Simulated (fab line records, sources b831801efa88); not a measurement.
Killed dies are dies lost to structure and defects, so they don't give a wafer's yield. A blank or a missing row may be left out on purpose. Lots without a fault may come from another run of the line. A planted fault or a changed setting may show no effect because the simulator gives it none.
fab line records | flow sky130
record lots=6 wafers=18 last_day=49
route steps=708 shown FIELD_ISO@16 NWELL@32 DNWELL@35 PWDE@45 PAD_OPEN@708
lots that met no fault: from a run of the same line without faults
start_h: hours from the record's first day to the start of the lot's first wafer shown | wait_h: hours since the lot's step before | " the same as in the row above | L1.1+2: a row that stands for several wafers | - no value, or no start given | * or withheld: withheld | < > ~ a bound
route shown NAME@n: a module of which the file shows steps, and the number in the route of the first | usual: mean/standard deviation of fault-free wafers | same: alike in all rows | chamber/n: place in a boat | sites: the reading at each site | _std_site: their standard deviation | _edge_site: outer sites' mean less inner sites' | radius_mm: how far each site lies from the wafer's centre | mask NAME#n: copy n | behind: the tool/chamber that last shaped the wafer | hold: why the lot was held/for how many hours/how that ended | device: the transistor (n, p or np) that didn't switch | end of line: the same wafers' tests at the end of the route | a step without rows: its recipe alone | killed: dies lost to structure and defects at the first sort, not the wafer's yield | map: a wafer's dies, x killed, . not, _ none there
set.NAME: the setting as run; set.NAME@STEP: as run at that earlier step | model.NAME: the simulator's own value behind a step, which no gauge read
lots at some steps of the route; a table a step, a row a wafer
services: from which hour (start_h, from the record's first day; less than 0 if before it) a tool's chamber was out of use, for how many hours, and why
## steps
# step SKY_FIELD_ISO_ETCH_15
# recipe chemistry=CHF3/O2 target_depth_nm=180 stop_on=Si source_w=600 bias_w=200 pressure_mtorr=40 chf3_flow_sccm=50 O2_flow_sccm=5 time_s=72
# usual bias_w=200.0/0.67 drypump_motor_current_A=5.5/0.38 oes_product_au=0.947/0.007 throttle_valve_pct=8.844/0.0095
# columns lot.wafer tool chamber start_h wait_h bias_w drypump_motor_current_A oes_product_au rf_hours_counter_h throttle_valve_pct
L147.4 rie_diel-02 0 50.53 0.0 199.4 5.1 0.953 60 8.836
L147.5 " 2 " " 201.0 5.2 0.944 - 8.846
L147.6 " 3 " " 200.4 5.8 0.950 - 8.834
L149.1 rie_diel-01 3 60.02 0.0 199.7 5.5 0.949 30 8.847
L149.4 " 1 " " 200.1 5.8 0.942 - 8.822
L149.5 " 3 " " 199.2 5.5 0.946 - 8.851
L151.2 rie_diel-04 0 71.21 0.0 199.6 5.0 0.958 0 8.851
L151.4 " 3 " " 201.3 6.1 0.959 - 8.844
L151.5 " 1 " " 199.9 6.0 0.957 - 8.859
L154.1 rie_diel-02 1 86.71 0.0 199.7 5.8 0.948 45 8.852
L154.2 " 2 " " 199.9 5.2 0.956 158 8.862
L154.4 " 3 " " 199.6 5.8 0.948 162 8.855
L161.1 rie_diel-01 3 122.18 0.0 200.4 5.5 0.954 31 8.831
L161.2 " 2 " " 199.9 4.9 0.948 1 8.849
L161.3 " 0 " " 200.2 5.4 0.953 138 8.847
L163.2 rie_diel-01 0 132.03 0.0 200.3 5.4 0.948 138 8.848
L163.3 " 1 " " 200.2 5.8 0.945 114 8.831
L163.6 " 0 " " 200.1 5.4 0.951 - 8.840
# step SKY_FIELD_ISO_STRIP_16
# recipe chemistry=O2/N2 power_w=1400 pressure_mtorr=1500 platen_temp_c=withheld o2_flow_sccm=3000 n2_flow_sccm=300 overash_fraction=0.5
# usual drypump_motor_current_A=5.9/0.37 n2_flow_sccm=300.3/0.91 oes_product_au=0.377/0.0048 strip_time_to_endpoint_s=3.54/0.038
# columns lot.wafer tool chamber start_h wait_h drypump_motor_current_A n2_flow_sccm oes_product_au rf_hours_counter_h strip_time_to_endpoint_s
L147.4 plasma_asher-04 1 50.62 0.1 6.0 299.8 0.376 - 3.52
L147.5 " 1 " " 6.0 299.7 0.384 - 3.57
L147.6 " 0 " " 5.7 299.6 0.378 - 3.55
L149.1 plasma_asher-02 0 60.07 0.0 5.1 300.3 0.381 35 3.59
L149.4 " 0 " " 5.1 300.1 0.383 - 3.51
L149.5 " 1 " " 6.2 298.8 0.375 - 3.58
L151.2 plasma_asher-03 1 71.27 0.0 6.2 300.0 0.383 25 3.54
L151.4 " 0 " " 6.2 299.0 0.378 - 3.51
L151.5 " 0 " " 6.2 299.7 0.385 - 3.49
L154.1 plasma_asher-02 1 86.77 0.0 6.2 300.8 0.378 37 3.57
L154.2 " 0 " " 5.2 300.6 0.380 37 3.61
L154.4 " 1 " " 6.2 300.2 0.372 - 3.54
L161.1 plasma_asher-03 0 122.23 0.0 6.2 300.3 0.384 30 3.57
L161.2 " 1 " " 6.2 300.4 0.379 30 3.54
L161.3 " 0 " " 6.2 299.7 0.379 - 3.51
L163.2 plasma_asher-02 0 132.09 0.0 5.1 300.6 0.379 1 3.49
L163.3 " 0 " " 5.1 299.8 0.379 - 3.46
L163.6 " 0 " " 5.1 301.9 0.374 - 3.47
# step SKY_FIELD_ISO_ETCH_17
# recipe target_depth_a=3420 mask_material=Si3N4 chemistry=HBr/Cl2/O2 target=Si taper_deg=5 icp_w=600 bias_w=150 pressure_mtorr=15 HBr_flow_sccm=150 Cl2_flow_sccm=40 O2_flow_sccm=6 time_s=97.7
# usual bias_w=150.1/0.45 drypump_motor_current_A=5.7/0.45 he_backside_leak_sccm=2.96/0.28 oes_product_au=1.003/0.0085 throttle_valve_pct=25.654/0.0093
# columns lot.wafer tool chamber start_h wait_h bias_w drypump_motor_current_A he_backside_leak_sccm oes_product_au rf_hours_counter_h throttle_valve_pct
L147.4 rie_si-01 1 50.68 0.0 149.4 5.7 3.11 0.998 128 25.659
L147.5 " 1 " " 149.6 5.7 3.04 1.006 - 25.656
L147.6 " 0 " " 150.3 5.9 2.54 1.000 - 25.653
L149.1 rie_si-02 2 60.17 0.1 150.8 6.6 2.91 0.999 66 25.648
L149.4 " 1 " " 150.4 5.1 3.07 1.010 - 25.658
L149.5 " 0 " " 150.4 5.2 2.75 0.987 - 25.659
L151.2 rie_si-01 0 71.37 0.1 149.5 5.9 2.61 1.006 54 25.649
L151.4 " 3 " " 150.0 5.2 3.18 0.998 78 25.645
L151.5 " 1 " " 149.9 5.7 3.07 1.004 - 25.650
L154.1 rie_si-01 3 86.87 0.1 149.7 5.1 3.18 1.000 78 25.667
L154.2 " 0 " " 149.9 5.9 2.55 0.998 54 25.655
L154.4 " 2 " " 150.1 5.7 3.07 1.008 90 25.634
L161.1 rie_si-01 1 122.33 0.1 150.0 5.7 2.94 1.004 129 25.657
L161.2 " 3 " " 150.1 5.2 3.26 0.987 79 25.673
L161.3 " 2 " " 150.2 5.7 3.19 1.006 90 25.655
L163.2 rie_si-02 1 132.19 0.1 150.4 5.1 2.67 0.995 0 25.656
L163.3 " 2 " " 150.2 6.6 2.79 1.001 67 25.671
L163.6 " 1 " " 150.9 5.1 2.68 0.994 - 25.647
# step SKY_FIELD_ISO_WET_ETCH_18
# recipe chemistry=H3PO4 target_depth_nm=25 temp_c=160 target=Si3N4 time_s=286
# step SKY_FIELD_ISO_CLEAN_19
# recipe chemistry=SC1/SC2 mix=1:4:20 temp_c=70 time_s=150
# step SKY_FIELD_ISO_CLEAN_20
# recipe chemistry=dHF time_s=20 dilution=100:1
# step SKY_FIELD_ISO_WET_ETCH_21
# recipe chemistry=dHF dilution=100:1 target_depth_nm=20 dry=ipa_marangoni target=SiO2 temp_c=25 time_s=400
# step SKY_FIELD_ISO_OXIDATION_22
# recipe temp_c=950 ambient=O2 stabilise_s=600 purge_s=300 target_thk_a=100 ox_time_s=623
# step SKY_FIELD_ISO_THK_MEAS_23
# recipe reads=SiO2_of_FIELD_ISO_OXIDATION_22
# usual FIELD_ISO_OXIDATION_01_THK=10.02/0.2
# columns lot.wafer tool chamber start_h wait_h FIELD_ISO_OXIDATION_01_THK[nm]
L147.4 film_metro-03 - 52.93 0.0 9.94
L147.5 " - " " 10.18
L147.6 " - " " 10.03
L149.1 film_metro-03 - 61.92 0.0 9.82
L149.4 " - " " 10.02
L149.5 " - " " 9.78
L151.2 film_metro-02 - 72.90 0.0 10.09
L151.4 " - " " 10.25
L151.5 " - " " 10.15
L154.1 film_metro-04 - 88.41 0.0 10.01
L154.2 " - " " 9.97
L154.4 " - " " 9.80
L161.1 film_metro-03 - 127.15 0.0 10.16
L161.2 " - " " 10.01
L161.3 " - " " 10.02
L163.2 film_metro-02 - 135.65 0.0 10.12
L163.3 " - " " 10.11
L163.6 " - " " 9.99
# step SKY_FIELD_ISO_CVD_24
# recipe material=SiO2 target_thk_nm=595 temp_c=650 sigma_open_frac=0.3 time_s=99.2 sih4_flow_sccm=60 pressure_mtorr=6
# step SKY_FIELD_ISO_THK_MEAS_25
# recipe reads=SiO2_of_FIELD_ISO_CVD_24
# usual FIELD_ISO_CVD_24_THK=598/6.1
# columns lot.wafer tool chamber start_h wait_h FIELD_ISO_CVD_24_THK[nm]
L147.4 film_metro-03 - 53.06 0.0 605
L147.5 " - " " 589
L147.6 " - " " 598
L149.1 film_metro-02 - 62.05 0.0 603
L149.4 " - " " 593
L149.5 " - " " 598
L151.2 film_metro-02 - 73.03 0.0 591
L151.4 " - " " 597
L151.5 " - " " 586
L154.1 film_metro-02 - 88.54 0.0 602
L154.2 " - " " 596
L154.4 " - " " 589
L161.1 film_metro-02 - 127.28 0.0 592
L161.2 " - " " 609
L161.3 " - " " 609
L163.2 film_metro-04 - 135.78 0.0 604
L163.3 " - " " 602
L163.6 " - " " 606
# step SKY_FIELD_ISO_ANNEAL_26
# recipe temp_c=1000 time_s=1800 ambient=N2
# step SKY_FIELD_ISO_CMP_27
# recipe stop_on=Si3N4 t_overpolish_s=16 down_force_psi=4 platen_rpm=60 target_thk_nm=457.8 pad_velocity_m_s=0.94248
# usual edge_zone_pressure_frac=1.001/0.005 motor_current_A=12.0/1.2 overpolish_run_s=16.000/0.0086 platen_rpm=60.00/0.041 time_to_endpoint_s=112/4.6
# columns lot.wafer tool chamber start_h wait_h edge_zone_pressure_frac motor_current_A overpolish_run_s platen_rpm time_to_endpoint_s
L147.4 cmp-02 2 54.74 0.1 1.003 12.0 16.007 59.98 116
L147.6 " 3 " " 0.991 14.2 16.000 60.02 115
L147.5 " 0 " " 1.002 11.7 16.001 59.95 113
L149.4 cmp-02 0 63.71 0.1 0.998 11.9 16.011 60.02 112
L149.1 " 1 " " 1.000 11.5 16.009 59.98 110
L149.5 " 3 " " 0.998 13.8 16.012 59.96 115
L151.2 cmp-01 2 74.63 0.1 1.005 11.6 16.013 60.02 120
L151.4 " 3 " " 0.999 9.7 15.998 60.12 115
L151.5 " 2 " " 1.005 11.6 15.991 60.02 117
L154.2 cmp-01 2 90.15 0.1 1.004 11.3 15.986 59.97 117
L154.4 " 3 " " 1.001 10.6 16.004 59.96 105
L154.1 " 0 " " 0.997 10.9 16.004 59.98 104
L161.1 cmp-02 0 131.57 0.0 1.003 11.7 16.009 59.97 107
L161.2 " 1 " " 1.005 11.7 15.989 60.03 112
L161.3 " 2 " " 1.007 11.9 16.019 59.97 115
L163.3 cmp-02 2 138.45 0.1 1.003 11.4 15.998 60.03 109
L163.2 " 3 " " 1.005 13.3 15.993 60.01 108
L163.6 " 0 " " 1.009 11.6 15.999 60.05 109
# step SKY_FIELD_ISO_WET_ETCH_28
# recipe chemistry=dHF target_depth_nm=23.7 target=SiO2 dilution=10:1 temp_c=25 time_s=47
# step SKY_FIELD_ISO_WET_ETCH_29
# recipe chemistry=H3PO4 target_depth_nm=160 target=Si3N4 temp_c=160 time_s=1825
# step SKY_FIELD_ISO_WET_ETCH_30
# recipe chemistry=dHF target_depth_nm=25 target=SiO2 dilution=10:1 temp_c=25 time_s=50
# step SKY_NWELL_CLEAN_00
# recipe chemistry=SC1/SC2 mix=1:4:20 temp_c=70 time_s=150 dry=n2_spin
# step SKY_NWELL_OXIDATION_01
# recipe temp_c=900 ambient=O2 stabilise_s=600 purge_s=300 target_thk_a=100 ox_time_s=1418
# step SKY_NWELL_THK_MEAS_02
# recipe reads=SiO2_of_NWELL_OXIDATION_01
# usual NWELL_OXIDATION_THK=10.01/0.23
# columns lot.wafer tool chamber start_h wait_h NWELL_OXIDATION_THK[nm]
L147.4 film_metro-03 - 57.42 0.0 9.74
L147.5 " - " " 9.63
L147.6 " - " " 9.93
L149.1 film_metro-01 - 65.92 0.0 9.69
L149.4 " - " " 9.75
L149.5 " - " " 9.79
L151.2 film_metro-03 - 77.00 0.0 9.60
L151.4 " - " " 9.60
L151.5 " - " " 9.77
L154.1 film_metro-01 - 93.03 0.0 9.89
L154.2 " - " " 9.78
L154.4 " - " " 9.79
L161.1 film_metro-03 - 135.34 0.0 10.04
L161.2 " - " " 9.98
L161.3 " - " " 10.04
L163.2 film_metro-01 - 141.26 0.0 10.17
L163.3 " - " " 10.16
L163.6 " - " " 10.02
# step SKY_DNWELL_DEHYDRATE_00
# recipe temp_c=200 time_s=60
# step SKY_DNWELL_HMDS_01
# recipe prime_time_s=60 prime_temp_c=120
# step SKY_DNWELL_COAT_02
# recipe spin_rpm=2000 resist_thk_nm=3000
# step SKY_DNWELL_SOFTBAKE_03
# recipe temp_c=110 time_s=withheld
# step SKY_DNWELL_EXPOSE_04
# recipe mask_id=DNM na=0.57 target_cd_nm=3000 dose_mj=222
# step SKY_DNWELL_PEB_05
# recipe temp_c=115 time_s=withheld
# step SKY_DNWELL_DEVELOP_06
# recipe wall_angle_deg=90 developer=TMAH develop_time_s=60 dev_temp_c=23
# step SKY_DNWELL_IMPLANT_07
# recipe species=P energy_kev=withheld dose_cm2=withheld tilt_deg=withheld
# step SKY_DNWELL_STRIP_08
# recipe chemistry=O2/N2 power_w=1400 pressure_mtorr=1500 platen_temp_c=withheld o2_flow_sccm=3000 n2_flow_sccm=300 overash_fraction=0.5
# usual drypump_motor_current_A=5.8/0.36 n2_flow_sccm=299.9/0.93 oes_product_au=0.722/0.0048 strip_time_to_endpoint_s=36.90/0.092
# columns lot.wafer tool chamber start_h wait_h drypump_motor_current_A n2_flow_sccm oes_product_au rf_hours_counter_h strip_time_to_endpoint_s
L147.4 plasma_asher-01 0 73.66 0.1 5.3 300.8 0.723 - 36.87
L147.5 " 0 " " 5.3 299.0 0.723 - 36.93
L147.6 " 1 " " 5.5 298.6 0.721 - 36.93
L149.1 plasma_asher-03 0 82.75 0.1 6.2 300.3 0.727 26 36.75
L149.4 " 1 " " 6.2 298.7 0.730 - 36.82
L149.5 " 1 " " 6.2 299.0 0.730 - 36.90
L151.2 plasma_asher-04 0 94.52 0.1 5.8 298.3 0.724 44 36.76
L151.4 " 0 " " 5.8 297.5 0.725 - 36.78
L151.5 " 0 " " 5.8 298.9 0.720 - 36.76
L154.1 plasma_asher-03 0 111.10 0.1 6.2 299.6 0.724 29 36.82
L154.2 " 1 " " 6.2 298.9 0.725 29 36.81
L154.4 " 0 " " 6.1 299.6 0.728 - 36.85
L161.1 plasma_asher-01 1 154.97 0.1 5.5 299.7 0.725 49 36.84
L161.2 " 0 " " 5.3 299.2 0.730 49 36.88
L161.3 " 0 " " 5.3 300.0 0.724 - 36.77
L163.2 plasma_asher-01 0 161.00 0.1 5.3 300.9 0.735 50 37.00
L163.3 " 0 " " 5.3 300.0 0.731 - 36.95
L163.6 " 0 " " 5.3 301.3 0.722 - 37.09
# step SKY_DNWELL_TW_MEAS_09
# usual DNWELL_TW=1112/11
# columns lot.wafer tool chamber start_h wait_h DNWELL_TW
L147.4 film_metro-04 - 73.75 0.1 1097
L147.5 " - " " 1096
L147.6 " - " " 1098
L149.1 film_metro-01 - 82.85 0.1 1104
L149.4 " - " " 1106
L149.5 " - " " 1109
L151.2 film_metro-01 - 94.63 0.1 1113
L151.4 " - " " 1111
L151.5 " - " " 1109
L154.1 film_metro-03 - 111.20 0.1 1122
L154.2 " - " " 1127
L154.4 " - " " 1124
L161.1 film_metro-01 - 155.07 0.1 1110
L161.2 " - " " 1113
L161.3 " - " " 1113
L163.2 film_metro-03 - 161.11 0.1 1130
L163.3 " - " " 1131
L163.6 " - " " 1135
# step SKY_PWDE_DEHYDRATE_00
# recipe temp_c=200 time_s=60
# step SKY_PWDE_HMDS_01
# recipe prime_time_s=60 prime_temp_c=120
# step SKY_PWDE_COAT_02
# recipe spin_rpm=2000 resist_thk_nm=3000
# step SKY_PWDE_SOFTBAKE_03
# recipe temp_c=110 time_s=withheld
# step SKY_PWDE_EXPOSE_04
# recipe mask_id=PWDEM na=0.6 source_shape=conventional sigma_outer=0.6 polarization=unpolarized target_cd_nm=840 dose_mj=214
# step SKY_PWDE_PEB_05
# recipe temp_c=115 time_s=withheld
# step SKY_PWDE_DEVELOP_06
# recipe wall_angle_deg=90 developer=TMAH develop_time_s=60 dev_temp_c=23
# step SKY_PWDE_OVL_MEAS_07
# usual PWDE_OVL=-0.1/1.2
# columns lot.wafer tool chamber start_h wait_h PWDE_OVL[nm]
L147.4 overlay-01 - 90.37 - -1.0
L147.5 " - " " 1.3
L147.6 " - " " -0.6
L149.1 overlay-01 - 100.95 - -0.3
L149.4 " - " " -1.4
L149.5 " - " " 0.7
L151.2 overlay-02 - 112.47 - -0.7
L151.4 " - " " -1.7
L151.5 " - " " 1.8
L154.1 overlay-02 - 129.21 - 0.9
L154.2 " - " " -0.6
L154.4 " - " " -0.3
L161.1 overlay-02 - 174.85 - 0.6
L161.2 " - " " -1.9
L161.3 " - " " -1.0
L163.2 overlay-01 - 181.66 - -0.6
L163.3 " - " " 0.6
L163.6 " - " " -0.7
# step SKY_PWDE_IMPLANT_08
# recipe species=B energy_kev=150 dose_cm2=3.6e+12 tilt_deg=withheld
# step SKY_PWDE_STRIP_09
# recipe chemistry=O2/N2 power_w=1400 pressure_mtorr=1500 platen_temp_c=withheld o2_flow_sccm=3000 n2_flow_sccm=300 overash_fraction=0.5
# usual drypump_motor_current_A=5.7/0.35 n2_flow_sccm=300.1/0.88 oes_product_au=0.722/0.0047 strip_time_to_endpoint_s=36.89/0.11
# columns lot.wafer tool chamber start_h wait_h drypump_motor_current_A n2_flow_sccm oes_product_au rf_hours_counter_h strip_time_to_endpoint_s
L147.4 plasma_asher-01 0 90.57 0.1 5.3 300.9 0.732 - 36.81
L147.5 " 1 " " 5.5 300.5 0.727 - 36.90
L147.6 " 0 " " 5.3 299.3 0.725 - 36.86
L149.1 plasma_asher-04 0 101.14 0.1 5.7 300.4 0.721 45 36.85
L149.4 " 1 " " 6.0 300.9 0.720 - 36.82
L149.5 " 1 " " 6.0 299.6 0.723 - 36.78
L151.2 plasma_asher-01 1 112.65 0.1 5.5 301.2 0.714 44 36.84
L151.4 " 1 " " 5.5 300.7 0.719 - 36.87
L151.5 " 0 " " 5.3 299.4 0.726 - 36.94
L154.1 plasma_asher-01 1 129.40 0.1 5.5 299.5 0.713 46 36.89
L154.2 " 0 " " 5.3 299.1 0.721 46 36.78
L154.4 " 1 " " 5.5 297.8 0.721 - 36.78
L161.1 plasma_asher-04 1 175.04 0.1 6.0 301.1 0.724 52 37.07
L161.2 " 0 " " 5.7 299.6 0.720 52 36.98
L161.3 " 1 " " 6.0 301.3 0.722 - 37.11
L163.2 plasma_asher-02 1 181.84 0.1 6.2 299.2 0.719 7 36.87
L163.3 " 1 " " 6.2 299.7 0.718 - 36.87
L163.6 " 1 " " 6.2 299.0 0.724 - 36.88
# step SKY_PWDE_TW_MEAS_10
# usual PWDE_TW=374/4.5
# columns lot.wafer tool chamber start_h wait_h PWDE_TW
L147.4 film_metro-04 - 90.67 0.1 372
L147.5 " - " " 371
L147.6 " - " " 371
L149.1 film_metro-01 - 101.24 0.1 375
L149.4 " - " " 371
L149.5 " - " " 371
L151.2 film_metro-04 - 112.76 0.1 370
L151.4 " - " " 370
L151.5 " - " " 370
L154.1 film_metro-04 - 129.50 0.1 374
L154.2 " - " " 373
L154.4 " - " " 372
L161.1 film_metro-04 - 175.14 0.1 372
L161.2 " - " " 372
L161.3 " - " " 374
L163.2 film_metro-01 - 181.95 0.1 370
L163.3 " - " " 371
L163.6 " - " " 374
# step SKY_NWELL_DEHYDRATE_03
# recipe temp_c=200 time_s=60
# step SKY_NWELL_HMDS_04
# recipe prime_time_s=60 prime_temp_c=120
# step SKY_PAD_OPEN_PROBE_99
# usual killed_at_M0_to_M3=44/6.4 killed_at_M4_up=3.0/1.8 killed_at_contacts=24/5 killed_at_front_end=16/4.3 killed_at_other=0.4/0.76 killed_dies=88/8.6 killed_on_rim=18/4 killed_open=47/7.2 killed_short=40/5.5
# same gross_dies=492 killed_at_back_side=0
# columns lot.wafer tool chamber start_h wait_h killed_at_M0_to_M3 killed_at_M4_up killed_at_contacts killed_at_front_end killed_at_other killed_dies killed_on_rim killed_open killed_short
L147.4 prober-01 - 1098.26 0.2 41 2 21 14 1 79 12 46 33
L147.5 prober-01 - 1098.31 0.2 41 3 24 12 0 80 15 41 39
L147.6 prober-01 - 1098.36 0.2 58 4 24 17 0 103 23 66 37
L149.1 prober-01 - 1117.60 0.1 33 4 24 25 0 86 25 51 35
L149.4 prober-01 - 1117.75 0.2 47 5 39 15 0 106 21 63 43
L149.5 prober-01 - 1117.80 0.2 40 4 27 15 0 86 14 37 49
L151.2 prober-01 - 1122.93 0.1 41 2 29 16 2 90 13 46 44
L151.4 prober-01 - 1123.03 0.2 44 2 25 15 2 88 26 45 42
L151.5 prober-01 - 1123.08 0.2 36 2 20 14 1 73 15 41 32
L154.4 prober-02 - 1134.36 0.2 47 3 22 21 0 93 12 56 37
L161.1 prober-02 - 1180.17 0.1 30 1 23 208 0 262 53 39 35
L161.2 prober-02 - 1180.22 0.1 38 2 27 193 1 261 46 50 32
L161.3 prober-02 - 1180.27 0.2 29 1 15 218 0 263 52 34 29
L163.2 prober-01 - 1183.51 0.1 39 3 17 220 1 280 57 37 40
L163.3 prober-01 - 1183.56 0.2 38 2 7 202 0 249 47 30 33
L163.6 prober-01 - 1183.71 0.2 32 2 15 215 0 264 48 35 25
# killed by level:class
L147.4 VIA1:geometric_particle:open=13 VIA3:geometric_particle:open=8 LI_CONTACT:geometric_particle:open=5 VIA2:geometric_particle:open=5 CONTACT:geometric_particle:short=5 CONTACT:geometric_particle:open=5 VIA1:geometric_particle:short=5 FIELD_ISO:geometric_particle:open=4
L147.5 VIA1:geometric_particle:open=8 LOCAL_INTERCONNECT:geometric_particle:short=7 VIA3:geometric_particle:open=7 CONTACT:geometric_particle:open=5 FIELD_ISO:geometric_particle:open=4 FIELD_ISO:geometric_particle:short=4 LI_CONTACT:geometric_particle:open=4 CONTACT:geometric_particle:short=4
L147.6 VIA1:geometric_particle:open=17 VIA2:geometric_particle:open=9 CONTACT:geometric_particle:open=8 LI_CONTACT:geometric_particle:open=7 VIA3:geometric_particle:open=7 METAL2:geometric_particle:short=6 FIELD_ISO:geometric_particle:open=5 POLY_GATE:geometric_particle:open=5
L149.1 FIELD_ISO:geometric_particle:short=10 CONTACT:geometric_particle:open=10 VIA3:geometric_particle:open=10 FIELD_ISO:geometric_particle:open=8 VIA1:geometric_particle:open=7 LOCAL_INTERCONNECT:geometric_particle:short=5 LI_CONTACT:geometric_particle:open=4 CONTACT:geometric_particle:short=4
L149.4 CONTACT:geometric_particle:open=18 VIA3:geometric_particle:open=10 CONTACT:geometric_particle:short=7 VIA2:geometric_particle:open=7 VIA1:geometric_particle:open=7 VIA1:geometric_particle:short=5 LI_CONTACT:geometric_particle:open=5 FIELD_ISO:geometric_particle:short=4
L149.5 VIA1:geometric_particle:open=8 CONTACT:geometric_particle:short=7 CONTACT:geometric_particle:open=7 VIA1:geometric_particle:short=6 VIA2:geometric_particle:open=6 FIELD_ISO:geometric_particle:short=5 LI_CONTACT:geometric_particle:short=5 METAL1:geometric_particle:short=5
L151.2 CONTACT:geometric_particle:open=10 VIA1:geometric_particle:open=9 VIA2:geometric_particle:open=9 CONTACT:geometric_particle:short=8 POLY_GATE:geometric_particle:short=7 VIA3:geometric_particle:open=5 LI_CONTACT:geometric_particle:short=4 LI_CONTACT:geometric_particle:open=4
L151.4 CONTACT:geometric_particle:open=7 CONTACT:geometric_particle:short=7 VIA2:geometric_particle:open=7 METAL1:geometric_particle:short=6 LI_CONTACT:geometric_particle:open=6 FIELD_ISO:geometric_particle:open=5 VIA1:geometric_particle:open=5 METAL2:geometric_particle:short=5
L151.5 VIA3:geometric_particle:open=10 CONTACT:geometric_particle:short=6 VIA1:geometric_particle:open=6 LI_CONTACT:geometric_particle:open=5 CONTACT:geometric_particle:open=5 METAL2:geometric_particle:short=5 FIELD_ISO:geometric_particle:open=4 POLY_GATE:geometric_particle:short=3
L154.4 CONTACT:geometric_particle:open=10 VIA1:geometric_particle:open=8 LI_CONTACT:geometric_particle:open=7 VIA3:geometric_particle:open=7 POLY_GATE:geometric_particle:open=6 VIA2:geometric_particle:open=6 METAL2:geometric_particle:short=5 METAL1:geometric_particle:short=5
L161.1 FIELD_ISO:unspecified=188 VIA3:geometric_particle:open=8 LOCAL_INTERCONNECT:geometric_particle:short=7 VIA1:geometric_particle:open=7 FIELD_ISO:geometric_particle:open=6 CONTACT:geometric_particle:short=5 CONTACT:geometric_particle:open=5 VIA2:geometric_particle:open=4
L161.2 FIELD_ISO:unspecified=179 LI_CONTACT:geometric_particle:open=14 VIA1:geometric_particle:open=11 CONTACT:geometric_particle:open=7 POLY_GATE:geometric_particle:short=6 METAL2:geometric_particle:short=5 VIA2:geometric_particle:open=5 METAL1:geometric_particle:short=4
L161.3 FIELD_ISO:unspecified=200 VIA1:geometric_particle:open=7 VIA3:geometric_particle:open=6 FIELD_ISO:geometric_particle:short=5 FIELD_ISO:geometric_particle:open=5 LOCAL_INTERCONNECT:geometric_particle:short=5 LI_CONTACT:geometric_particle:open=4 VIA1:geometric_particle:short=4
L163.2 FIELD_ISO:unspecified=203 VIA1:geometric_particle:short=7 VIA2:geometric_particle:open=7 METAL2:geometric_particle:short=6 VIA1:geometric_particle:open=6 LI_CONTACT:geometric_particle:short=5 CONTACT:geometric_particle:open=5 VIA3:geometric_particle:open=5
L163.3 FIELD_ISO:unspecified=186 VIA1:geometric_particle:open=9 VIA1:geometric_particle:short=7 FIELD_ISO:geometric_particle:open=5 METAL2:geometric_particle:short=5 VIA2:geometric_particle:open=4 FIELD_ISO:geometric_particle:short=3 POLY_GATE:geometric_particle:open=3
L163.6 FIELD_ISO:unspecified=204 VIA1:geometric_particle:open=10 VIA2:geometric_particle:open=5 CONTACT:geometric_particle:open=5 FIELD_ISO:geometric_particle:open=4 METAL1:geometric_particle:short=4 VIA3:geometric_particle:open=4 METAL2:geometric_particle:short=4
# map L161.3 (x killed, . not)
__________.x...xx.x._________
________.x...xx...xxxx_______
______..x...x.x.x..x.xxx_____
_____xxx.xx..xx.x.xx.x...____
____xxx.xx..xxx.xxx..x.x.x___
___xx.x.x...x....xx.x..xx.x__
__x..xx.x..xxxx..x.xx.x..x.x_
_..x...x...x.xxxxxx.xx...xx.x
_...xxxxxxx.xxx....x.xx..x.xx
_.xxxxxxx.x.xx.x.xxx.x.xxx...
_xxx..xxx.xxxx..xx..x.x...xxx
_.x.x....xxxx..x...x...xxx.xx
_x....x..xx.xxx.x..x...xx...x
_..xx..x...xx.xxxx.xx..x..xx.
_x.x..x....x.xxxxxxx.x.x.x..x
__xxx.x.....x..xxxxxx.xx.x.._
___..xxx..xxxx.xxx.x.xx.x..__
____xxxx.x.xx.xx..xxxx..xx___
_____..x..xx.xx..x.x.....____
______xxx.x..x..x...xx.._____
________..xxxxx..xxxxx_______
__________xx.xx.xx.x_________
# map L163.2 (x killed, . not)
__________xxxx.x...x_________
________.xxxx.xx.x.x.x_______
______.xx.xxx...xxx.xxx._____
_____.x..xx.xx..x...x...x____
____xxxxxx..xxxxxxxx...xxx___
___.xx..x.x..xx..x.xx.xxx.x__
__x.xxxxxx.xx..xxx.xxxx.x.x._
_xx.xxx.xx.....x.xxxx.x.x..x.
_...xxxx.xxx.xx....x.xx..xx..
_xx.xx.xx.xx.xx.x..xx.x.xx.x.
_xxxx.x..xx......xxxxxx.xxxxx
_x.xxx.x..x..x.x.....xx..xxxx
_..xx..xx.x.xxxxxx..xxx.....x
_x....xx.x.x..x.xxxx..xx.x.x.
_x.x..xxx.xx.xx.x..x.xx.xxxxx
__.x.x....xxxxxx.xx.x...xxx._
___.x...x....x...xxxxxxx.xx__
____xxx.xxxx.....xx..xxx.x___
_____x.xxx.x.x.x..x.xxxxx____
______.xxx..x...xxxx.x.._____
________...x.xxx.xx..._______
__________.x...xxxxx_________
## services
# columns tool chamber start_h hours kind
plasma_asher-02 - 30.60 10.9 repair
rie_diel-01 0 39.74 4.2 repair
rie_diel-01 2 53.60 14.8 repair
cmp-02 - 56.47 1.2 repair
rie_diel-01 - 56.52 2.8 pm
plasma_asher-03 - 58.66 2.6 repair
cmp-01 - 64.00 4.0 pm
rie_si-02 2 72.10 2.2 repair
rie_si-02 - 84.46 14.6 pm
cmp-01 - 105.58 3.2 repair
plasma_asher-02 - 108.75 9.0 pm
plasma_asher-04 - 110.75 2.8 pm
cmp-02 - 116.89 2.2 repair
plasma_asher-04 - 120.80 1.0 repair
plasma_asher-03 - 129.68 1.4 repair
rie_si-01 - 129.88 0.1 repair
rie_diel-01 - 136.45 0.3 repair
rie_si-01 - 140.73 0.6 repair
plasma_asher-03 - 149.88 24.6 repair
plasma_asher-04 - 149.92 4.0 repair
rie_si-02 3 152.42 1.9 repair
plasma_asher-04 - 153.51 0.8 repair
rie_si-01 3 174.70 7.3 repair
plasma_asher-01 - 181.49 2.8 pm
## key
first_sign step=SKY_PAD_OPEN_PROBE_99 reading=killed_at_front_end direction=up sigmas=45 usual=16 struck=209
effect step=SKY_PAD_OPEN_PROBE_99 reading=killed_dies direction=up sigmas=20 usual=88 struck=263
met_at SKY_FIELD_ISO_CMP_27
struck_wafers L161.1,L161.2,L161.3,L163.2,L163.3,L163.6
tester_left_out L161,L163
onset_between 63.71 131.57
also_fits time
fault kind=chamber_particle_source tool=cmp-02 chamber=- onset_h=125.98 steps=SKY_FIELD_ISO_CMP_27 rate_per_visit_cm2=1.0794 end_h=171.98
# tester_left_out: of these lots the tester's yield and bins aren't shown, on N5 and GAA mostly nor the transistor test; their killed dies are dies lost to structure and defects alone, not to doping, threshold or leakage, so they don't give the yield
